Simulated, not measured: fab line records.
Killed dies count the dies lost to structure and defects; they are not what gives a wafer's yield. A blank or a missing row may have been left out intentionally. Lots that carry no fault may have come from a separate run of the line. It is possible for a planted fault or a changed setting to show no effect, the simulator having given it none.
Matching of chambers ; flow sky130 ; SKY_VIA4_CMP_21 on cmp-02: 4 sister chambers
The step polishes, stops on SiO2, t overpolish 25 s, target thk 0 nm. 4 wafers are shown with their chamber, then 8 later ones without.

EACH WAFER AND ITS CHAMBER
wafer;chamber;motor_current_A (A)
L264.3;1;11.2
L269.3;0;10.8
L269.4;2;9.0
L274.2;3;9.7

WAFERS WITHOUT THEIR CHAMBER
wafer;motor_current_A (A)
L274.3;11.1
L274.4;9.2
L280.1;11.8
L280.2;11.3
L280.6;11.0
L281.3;12.0
L281.4;9.5
L281.5;9.8

EACH ONE'S CHAMBER
wafer;from the rows above;in truth
L274.3;can't be placed: 1 or 0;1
L274.4;can't be placed: 2 or 3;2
L280.1;can't be placed: 1 or 0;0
L280.2;can't be placed: 1 or 0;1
L280.6;can't be placed: 0 or 1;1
L281.3;can't be placed: 1 or 0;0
L281.4;can't be placed: 3 or 2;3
L281.5;can't be placed: 3 or 2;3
Placed correctly: 0 of 8. These rows do not allow placing 8 (true chamber among the candidates in 8). Number placed wrongly: 0.
How it was worked out, from the rows above alone: a wafer's distance from a chamber is the root of the sum, over the readings, of the square of ((its reading less the chamber's mean) divided by the reading's scatter). The wafer belongs to the nearest chamber; if the next one is less than 2 further off, it can't be placed. A chamber's mean is the mean of its shown wafers. The scatter (one wafer shown for each chamber): square how far every hidden wafer sits from the nearest shown wafer, average those squares and take the square root.
